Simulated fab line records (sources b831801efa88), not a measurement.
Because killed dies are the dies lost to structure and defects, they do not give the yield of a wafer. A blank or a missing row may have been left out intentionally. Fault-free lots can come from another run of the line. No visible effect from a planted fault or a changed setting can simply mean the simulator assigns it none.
fab line records	flow sky130
record lots=5	wafers=15	last-day=50
route steps=708 shown SONOS_ONO@171 PAD_OPEN@708
lots untouched by any fault: they come from a run of this same line in which no faults occurred
start-h: hours from the record's first day to the start of the lot's first wafer shown	wait-h: time in hours since the lot's previous step	" unchanged from the row above	L1.1+2: a single row standing in for several wafers	- no value, or no start given	* or withheld: withheld	< > ~ a bound
route shown NAME@n: a module of which the file shows steps, and the number in the route of the first	usual: mean/standard deviation of fault-free wafers	same: alike in all rows	chamber/n: place in a boat	sites: each site's reading	_std_site: the standard deviation of these	_edge_site: the outer-site mean with the inner-site mean subtracted	radius-mm: how far each site lies from the wafer's centre	mask NAME#n: copy n	behind: the most recent tool/chamber to have shaped the wafer	hold: why the lot was held/for how many hours/how that ended	device: the n, p or np transistor that did not switch	end of line: the route-end tests of the same wafers	where a step has no rows: the recipe by itself	killed: the dies lost at the first sort to structure and to defects; this is not the yield of the wafer	map: the dies of a wafer, with x for killed, . for not killed, _ for no die there
set.NAME: the setting as run; set.NAME@STEP: as run at that earlier step	model.NAME: the simulator's own value behind a step, which no gauge read
certain route steps with their lots: each step a table, each wafer a row
services: when a tool's chamber went out of use (start-h, in hours from the record's first day, below 0 if earlier), for how many hours, and the reason
## steps
# step SKY_SONOS_ONO_THK_MEAS_03
# recipe reads=Si3N4_of_SONOS_ONO_CVD_02
# usual SONOS_ONO_CVD_02_THK=10.55/0.14
lot.wafer	tool	chamber	start-h	wait-h	SONOS_ONO_CVD_02_THK[nm]
L657.2	film-metro-02	-	307.30	0.0	10.28
L657.5	"	-	"	"	10.30
L657.6	"	-	"	"	10.30
L656.3	film-metro-01	-	307.31	0.0	10.24
L656.4	"	-	"	"	10.41
L656.5	"	-	"	"	10.27
L660.1	film-metro-02	-	326.58	0.0	10.46
L660.2	"	-	"	"	10.60
L660.3	"	-	"	"	10.55
L662.1	film-metro-01	-	341.72	0.0	10.47
L662.4	"	-	"	"	10.54
L662.6	"	-	"	"	10.45
L674.2	film-metro-04	-	428.75	0.0	10.58
L674.4	"	-	"	"	10.54
L674.6	"	-	"	"	10.59
# step SKY_SONOS_ONO_CVD_04
# recipe material=SiO2	precursor=SiH4/N2O	target-thk-nm=5.7199	temp-c=900	pressure-mtorr=400
# step SKY_SONOS_ONO_THK_MEAS_05
# recipe reads=SiO2_of_SONOS_ONO_CVD_04
# usual SONOS_ONO_CVD_04_THK=5.70/0.09
lot.wafer	tool	chamber	start-h	wait-h	SONOS_ONO_CVD_04_THK[nm]
L657.2	film-metro-02	-	308.61	0.0	5.83
L657.5	"	-	"	"	5.88
L657.6	"	-	"	"	5.88
L656.3	film-metro-01	-	308.62	0.0	5.75
L656.4	"	-	"	"	5.61
L656.5	"	-	"	"	5.68
L660.1	film-metro-04	-	328.52	0.0	5.53
L660.2	"	-	"	"	5.52
L660.3	"	-	"	"	5.49
L662.1	film-metro-04	-	343.03	0.0	5.57
L662.4	"	-	"	"	5.67
L662.6	"	-	"	"	5.61
L674.2	film-metro-04	-	430.06	0.0	5.60
L674.4	"	-	"	"	5.82
L674.6	"	-	"	"	5.69
# step SKY_SONOS_ONO_DEHYDRATE_06
# recipe temp-c=200	time-s=60
# step SKY_SONOS_ONO_HMDS_07
# recipe prime-time-s=60	prime-temp-c=120
# step SKY_SONOS_ONO_COAT_08
# recipe resist=NOVOLAK	spin-rpm=3000	resist-thk-nm=1140
# step SKY_SONOS_ONO_SOFTBAKE_09
# recipe temp-c=90	time-s=60	resist=NOVOLAK
# step SKY_SONOS_ONO_EXPOSE_10
# recipe mask-id=ONOM	target-cd-nm=410	na=0.6	source-shape=conventional	sigma-outer=0.6	dose-mj=150
# step SKY_SONOS_ONO_PEB_11
# recipe temp-c=withheld	time-s=*	resist=NOVOLAK
# step SKY_SONOS_ONO_DEVELOP_12
# recipe develop-time-s=60	dev-temp-c=23
# step SKY_SONOS_ONO_CD_MEAS_13
# recipe target-cd-nm=410
# usual cd-nm=410.1/2.5
lot.wafer	tool	chamber	start-h	wait-h	cd-nm
L656.3	cd-sem-02	-	334.16	0.1	411.8
L656.4	"	-	"	"	411.2
L656.5	"	-	"	"	412.4
L657.2	cd-sem-02	-	334.37	0.1	409.2
L657.5	"	-	"	"	409.3
L657.6	"	-	"	"	408.7
L660.1	cd-sem-02	-	353.46	0.1	406.2
L660.2	"	-	"	"	407.5
L660.3	"	-	"	"	406.5
L662.1	cd-sem-02	-	369.32	0.1	412.1
L662.4	"	-	"	"	412.6
L662.6	"	-	"	"	411.3
L674.2	cd-sem-02	-	461.12	0.1	412.6
L674.4	"	-	"	"	411.8
L674.6	"	-	"	"	409.6
# step SKY_SONOS_ONO_OVL_MEAS_14
# usual SONOS_ONO_OVL=0.3/1.4
lot.wafer	tool	chamber	start-h	wait-h	SONOS_ONO_OVL[nm]
L656.3	overlay-02	-	334.26	0.1	0.4
L656.4	"	-	"	"	0.6
L656.5	"	-	"	"	-2.3
L657.2	overlay-01	-	334.48	0.1	0.0
L657.5	"	-	"	"	1.5
L657.6	"	-	"	"	-0.4
L660.1	overlay-01	-	353.58	0.1	-1.7
L660.2	"	-	"	"	2.0
L660.3	"	-	"	"	0.2
L662.1	overlay-01	-	369.44	0.1	0.5
L662.4	"	-	"	"	1.0
L662.6	"	-	"	"	2.5
L674.2	overlay-01	-	461.23	0.1	0.3
L674.4	"	-	"	"	0.1
L674.6	"	-	"	"	1.7
# step SKY_SONOS_ONO_ETCH_15
# recipe target-depth-nm=19.52	chemistry=CHF3/O2	source-w=600	bias-w=200	pressure-mtorr=40	chf3-flow-sccm=50	O2_flow_sccm=5	time-s=7.8
# usual drypump-motor-current-A=5.8/0.47	oes-product-au=0.998/0.01	throttle-valve-pct=8.825/0.0089
lot.wafer	tool	chamber	start-h	wait-h	drypump-motor-current-A	oes-product-au	rf-hours-counter-h	throttle-valve-pct	model.SONOS_ONO.feature-depth-nm	model.etch.depth-nm	model.NOVOLAK_of_SONOS_ONO_COAT_08.thk-nm
L656.3	rie-diel-03	0	334.28	0.0	5.7	0.992	110	8.830	19.38	19.39	1126
L656.4	"	1	"	"	6.3	0.994	98	8.820	19.56	19.56	1123
L656.5	"	1	"	"	6.3	1.008	-	8.833	19.72	19.72	1122
L657.2	rie-diel-01	2	334.51	0.0	5.9	1.008	105	8.827	19.8	19.8	1121
L657.5	"	1	"	"	6.0	1.004	-	8.835	19.68	19.68	1122
L657.6	"	2	"	"	5.9	1.013	-	8.824	19.9	19.9	1119
L660.1	rie-diel-03	3	353.62	0.0	5.8	1.005	6	8.829	19.8	19.8	1129
L660.2	"	1	"	"	6.3	1.014	98	8.835	19.93	19.93	1125
L660.3	"	0	"	"	5.7	0.995	111	8.808	19.3	19.3	1127
L662.1	rie-diel-01	3	369.48	0.0	5.1	0.983	18	8.838	8.45	8.45	1138
L662.4	"	1	"	"	6.0	1.004	46	8.818	19.61	19.61	1126
L662.6	"	3	"	"	5.1	0.988	-	8.820	19.22	19.22	1125
L674.2	rie-diel-01	1	461.26	0.0	6.0	1.000	47	8.824	19.51	19.51	1132
L674.4	"	0	"	"	6.5	0.993	27	8.805	19.45	19.45	1127
L674.6	"	1	"	"	6.0	1.000	-	8.822	19.47	19.47	1129
# step SKY_SONOS_ONO_WET_ETCH_16
# recipe chemistry=dHF	target-depth-nm=14	dry=n2-spin	target=SiO2	dilution=100:1	temp-c=25	time-s=280
# step SKY_SONOS_ONO_STRIP_17
# recipe chemistry=O2/N2	power-w=1400	pressure-mtorr=1500	platen-temp-c=withheld	o2-flow-sccm=3000	n2-flow-sccm=300	overash-fraction=0.5
# usual drypump-motor-current-A=5.8/0.45	oes-product-au=0.710/0.0047	strip-time-to-endpoint-s=14.11/0.049
lot.wafer	tool	chamber	start-h	wait-h	drypump-motor-current-A	oes-product-au	rf-hours-counter-h	strip-time-to-endpoint-s
L656.3	plasma-asher-03	1	334.42	0.0	5.8	0.709	-	14.12
L656.4	"	0	"	"	6.1	0.708	-	14.10
L656.5	"	0	"	"	6.1	0.701	-	14.05
L657.2	plasma-asher-01	1	334.61	0.0	5.3	0.710	22	14.08
L657.5	"	1	"	"	5.3	0.710	-	14.07
L657.6	"	0	"	"	6.0	0.710	-	14.04
L660.1	plasma-asher-01	1	353.73	0.0	5.3	0.707	24	14.16
L660.2	"	0	"	"	5.9	0.700	24	14.12
L660.3	"	1	"	"	5.3	0.710	-	14.14
L662.1	plasma-asher-03	0	369.59	0.0	6.1	0.710	66	14.27
L662.4	"	1	"	"	5.7	0.705	-	14.13
L662.6	"	0	"	"	6.1	0.706	-	14.10
L674.2	plasma-asher-04	1	461.36	0.0	5.0	0.706	60	14.21
L674.4	"	0	"	"	6.7	0.714	-	14.14
L674.6	"	0	"	"	6.7	0.719	-	14.17
# step SKY_SONOS_ONO_WET_ETCH_18
# recipe chemistry=H3PO4	target-depth-nm=15	target=Si3N4	temp-c=160	time-s=172
# step SKY_PAD_OPEN_PROBE_99
# usual killed_at_M0_to_M3=42/6.1	killed_at_M4_up=3.3/1.7	killed-at-contacts=25/5.4	killed-at-front-end=16/4.6	killed-at-other=0.4/0.55	killed-dies=87/8.8	killed-open=47/7.1	killed-short=40/5.8
# same gross-dies=492	killed-at-back-side=0
lot.wafer	tool	chamber	start-h	wait-h	killed_at_M0_to_M3	killed_at_M4_up	killed-at-contacts	killed-at-front-end	killed-at-other	killed-dies	killed-open	killed-short	model.etest.nfet_16v.r-on-ohm-um	model.etest.pfet_16v.r-on-ohm-um	model.etest.pfet-g5v0d10v5.r-on-ohm-um	model.etest.nfet-g5v0d10v5.r-on-ohm-um	model.etest.nfet-g5v0d10v5.drive-ua-um	model.etest.tip-sonos.rs-ohm-sq	model.etest.nfet_05v0_nvt.drive-ua-um	model.etest.nfet_16v.drive-ua-um
L656.3	prober-02	-	1112.28	0.2	39	6	23	13	0	81	41	40	1.379e+04	1.486e+04	4777	1875	608.9	2656	579.9	226.2
L656.4	prober-02	-	1112.33	0.2	37	2	22	20	0	81	49	32	1.385e+04	1.524e+04	4727	1853	612.5	2659	583.4	228.3
L657.2	prober-02	-	1115.94	0.1	25	1	30	18	0	74	41	32	1.382e+04	1.522e+04	4816	1901	614	2626	582	224.8
L657.5	prober-02	-	1116.09	0.2	45	5	23	23	1	97	56	41	1.399e+04	1.53e+04	4812	1907	605.4	2640	577.4	224.9
L657.6	prober-02	-	1116.14	0.2	45	1	38	16	1	101	53	46	1.402e+04	1.526e+04	4725	1879	606	2647	578.9	222.6
L660.1	prober-02	-	1129.87	0.1	52	0	33	12	0	97	58	39	1.423e+04	1.475e+04	4788	1924	591	2681	567.9	219.8
L660.2	prober-02	-	1129.92	0.1	46	5	22	21	0	94	49	45	1.426e+04	1.5e+04	4827	1911	596	2680	570.1	219
L660.3	prober-02	-	1129.97	0.2	35	4	24	16	0	79	42	37	1.436e+04	1.532e+04	4854	1905	590.5	2688	564.3	217.2
L662.1	prober-02	-	1138.55	0.1	45	4	35	19	1	104	58	45	1.779e+04	1.658e+04	5362	2440	401.8	2758	426.4	133.9
L662.4	prober-02	-	1138.70	0.2	52	0	34	9	0	95	55	40	1.391e+04	1.522e+04	4677	1857	609.5	2581	583.3	226.2
L662.6	prober-02	-	1138.80	0.2	50	5	20	17	0	92	50	42	1.404e+04	1.574e+04	4735	1864	609.5	2554	583.3	224.8
L674.2	prober-01	-	1191.50	0.1	47	4	24	12	1	88	54	33	1.397e+04	1.459e+04	4819	1900	593.3	2674	562.5	219.2
L674.4	prober-01	-	1191.60	0.2	39	1	18	15	0	73	45	27	1.406e+04	1.526e+04	4782	1882	599	2663	571	220.3
L674.6	prober-01	-	1191.70	0.2	41	4	16	21	0	82	47	35	1.407e+04	1.484e+04	4782	1898	595.6	2711	563.2	220.4
# killed by level:class
L656.3 VIA1:geometric-particle:open=10 VIA2:geometric-particle:open=9 CONTACT:geometric-particle:open=9 FIELD_ISO:geometric-particle:short=6 METAL4:geometric-particle:short=6 LI_CONTACT:geometric-particle:short=4 METAL2:geometric-particle:short=4 METAL3:geometric-particle:short=4
L656.4 VIA1:geometric-particle:open=12 POLY_GATE:geometric-particle:short=9 CONTACT:geometric-particle:open=8 VIA2:geometric-particle:open=8 LI_CONTACT:geometric-particle:open=6 LOCAL_INTERCONNECT:geometric-particle:short=6 VIA3:geometric-particle:open=6 POLY_GATE:geometric-particle:open=5
L657.2 CONTACT:geometric-particle:open=12 VIA1:geometric-particle:open=9 LI_CONTACT:geometric-particle:open=6 LI_CONTACT:geometric-particle:short=5 CONTACT:geometric-particle:short=5 VIA2:geometric-particle:open=5 POLY_GATE:geometric-particle:short=4 FIELD_ISO:geometric-particle:short=3
L657.5 VIA1:geometric-particle:open=11 LI_CONTACT:geometric-particle:open=10 CONTACT:geometric-particle:open=9 POLY_GATE:geometric-particle:short=8 VIA2:geometric-particle:open=8 VIA3:geometric-particle:open=7 FIELD_ISO:geometric-particle:open=5 VIA1:geometric-particle:short=5
L657.6 LI_CONTACT:geometric-particle:open=12 VIA1:geometric-particle:open=12 CONTACT:geometric-particle:open=9 VIA2:geometric-particle:open=7 LOCAL_INTERCONNECT:geometric-particle:short=6 METAL2:geometric-particle:short=6 POLY_GATE:geometric-particle:open=5 LI_CONTACT:geometric-particle:short=5
L660.1 VIA1:geometric-particle:open=15 CONTACT:geometric-particle:open=14 LI_CONTACT:geometric-particle:open=8 VIA2:geometric-particle:open=7 CONTACT:geometric-particle:short=6 METAL2:geometric-particle:short=6 VIA1:geometric-particle:short=6 FIELD_ISO:geometric-particle:short=5
L660.2 VIA1:geometric-particle:open=15 CONTACT:geometric-particle:open=10 FIELD_ISO:geometric-particle:open=8 FIELD_ISO:geometric-particle:short=6 METAL3:geometric-particle:short=6 CONTACT:geometric-particle:short=5 METAL1:geometric-particle:short=5 METAL4:geometric-particle:short=5
L660.3 CONTACT:geometric-particle:open=12 VIA1:geometric-particle:open=7 LI_CONTACT:geometric-particle:open=6 METAL1:geometric-particle:short=6 CONTACT:geometric-particle:short=5 FIELD_ISO:geometric-particle:short=4 VIA1:geometric-particle:short=4 METAL2:geometric-particle:short=4
L662.1 VIA1:geometric-particle:open=13 CONTACT:geometric-particle:short=10 LI_CONTACT:geometric-particle:open=10 CONTACT:geometric-particle:open=9 VIA3:geometric-particle:open=6 FIELD_ISO:geometric-particle:open=5 POLY_GATE:geometric-particle:open=5 VIA2:geometric-particle:open=5
L662.4 CONTACT:geometric-particle:open=15 VIA1:geometric-particle:short=9 VIA2:geometric-particle:open=8 LI_CONTACT:geometric-particle:open=7 VIA1:geometric-particle:open=7 METAL1:geometric-particle:short=6 VIA3:geometric-particle:open=6 LOCAL_INTERCONNECT:geometric-particle:short=5
L662.6 VIA1:geometric-particle:open=10 CONTACT:geometric-particle:open=9 METAL1:geometric-particle:short=8 METAL2:geometric-particle:short=8 VIA2:geometric-particle:open=7 FIELD_ISO:geometric-particle:open=6 LI_CONTACT:geometric-particle:open=5 METAL4:geometric-particle:short=5
L674.2 CONTACT:geometric-particle:open=14 VIA3:geometric-particle:open=11 VIA1:geometric-particle:open=11 VIA3:geometric-particle:short=6 LI_CONTACT:geometric-particle:open=5 VIA2:geometric-particle:open=5 METAL2:geometric-particle:short=5 LI_CONTACT:geometric-particle:short=4
L674.4 LI_CONTACT:geometric-particle:open=10 VIA2:geometric-particle:open=8 VIA3:geometric-particle:open=8 FIELD_ISO:geometric-particle:open=5 CONTACT:geometric-particle:open=5 VIA1:geometric-particle:open=4 METAL2:geometric-particle:short=4 FIELD_ISO:geometric-particle:short=3
L674.6 VIA1:geometric-particle:open=9 FIELD_ISO:geometric-particle:open=7 VIA3:geometric-particle:open=7 VIA2:geometric-particle:open=6 CONTACT:geometric-particle:short=5 LI_CONTACT:geometric-particle:open=5 VIA3:geometric-particle:short=5 METAL1:geometric-particle:short=4
## services
tool	chamber	start-h	hours	kind
rie-diel-01	3	317.99	2.9	repair
plasma-asher-03	-	339.92	1.3	repair
rie-diel-01	-	343.51	4.0	pm
plasma-asher-04	-	351.18	33.7	pm
plasma-asher-01	-	357.12	2.0	repair
plasma-asher-01	-	365.28	0.6	repair
plasma-asher-04	-	384.89	2.8	pm
plasma-asher-03	-	387.40	5.2	repair
rie-diel-03	0	398.40	-	clean
rie-diel-03	0	398.40	14.4	scheduled-down
rie-diel-03	0	398.40	14.4	vent-cycle
plasma-asher-04	-	399.54	3.2	repair
rie-diel-01	2	412.24	-	clean
rie-diel-01	2	412.24	16.8	scheduled-down
rie-diel-01	2	412.24	16.8	vent-cycle
plasma-asher-04	-	418.83	3.3	repair
rie-diel-03	1	459.65	-	clean
rie-diel-03	1	459.65	15.2	scheduled-down
rie-diel-03	1	459.65	15.2	vent-cycle
## key
first-sign step=SKY_SONOS_ONO_STRIP_17	reading=strip-time-to-endpoint-s	direction=up	sigmas=3.4	usual=*	struck=*
effect none on later readings
model-effect step=SKY_SONOS_ONO_ETCH_15	value=SONOS_ONO.feature-depth-nm	without=19.16	struck=8.45
model-effect step=SKY_PAD_OPEN_PROBE_99	value=etest.nfet_16v.r-on-ohm-um	without=1.415e+04	struck=1.779e+04
met-at SKY_SONOS_ONO_ETCH_15
struck-wafers L662.1
tester-left-out L662
onset-between 334.51 369.48
fault kind=process-parameter-drift	tool=rie-diel-01	chamber=-	onset-h=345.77	steps=SKY_SONOS_ONO_ETCH_15	channel=time-s	offset=*	shape=step	end-h=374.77	scope=struck-wafers-only	acts-in=*	stated=*
# tester-left-out: of these lots the tester's yield and bins aren't shown, on N5 and GAA mostly nor the transistor test; their killed dies are dies lost to structure and defects alone, not to doping, threshold or leakage, so they don't give the yield
